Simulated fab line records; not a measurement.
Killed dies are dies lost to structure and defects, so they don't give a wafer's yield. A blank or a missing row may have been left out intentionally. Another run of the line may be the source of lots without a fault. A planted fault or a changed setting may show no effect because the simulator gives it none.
Chamber matching | flow gf180mcu | GF_M5_ETCH_09 on rieDiel-01: 4 sister chambers
The step etches Si3N4 in CF4/O2, target depth 52 nm, time 11.6 s. 4 wafers are shown with their chamber, then 8 later ones without.

== WAFERS PAIRED WITH THEIR CHAMBERS ==
wafer  | chamber | drypumpMotorCurrentA (A)
L113.2 | 3       | 5.9
L123.1 | 0       | 5.3
L123.2 | 1       | 5.8
L124.3 | 2       | 5.7

== WAFERS MISSING THEIR CHAMBER ==
wafer  | drypumpMotorCurrentA (A)
L124.4 | 5.3
L124.6 | 5.3
L125.2 | 5.8
L125.5 | 5.9
L125.6 | 5.7
L127.2 | 5.4
L127.4 | 5.8
L127.6 | 5.4

== EACH ONE'S CHAMBER ==
wafer  | from the rows above     | in truth
L124.4 | 0                       | 0
L124.6 | 0                       | 0
L125.2 | can't be placed: 1 or 2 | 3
L125.5 | 3                       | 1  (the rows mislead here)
L125.6 | can't be placed: 2 or 1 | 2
L127.2 | 0                       | 0
L127.4 | can't be placed: 1 or 2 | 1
L127.6 | 0                       | 0
Correctly placed: 4 of 8. Not placeable from these rows: 3 (in 2, the candidates include the true chamber). Wrongly placed: 1.
How it was worked out, from the rows above alone: a wafer's distance from a chamber is the root of the sum, over the readings, of the square of ((its reading less the chamber's mean) divided by the reading's scatter). If the next closest chamber is less than 2 further off than the closest, the wafer can't be placed; otherwise it belongs to the closest. The mean given for a chamber averages the wafers shown for that chamber. The scatter (one wafer shown for each chamber): square how far every hidden wafer sits from the nearest shown wafer, average those squares and take the square root.
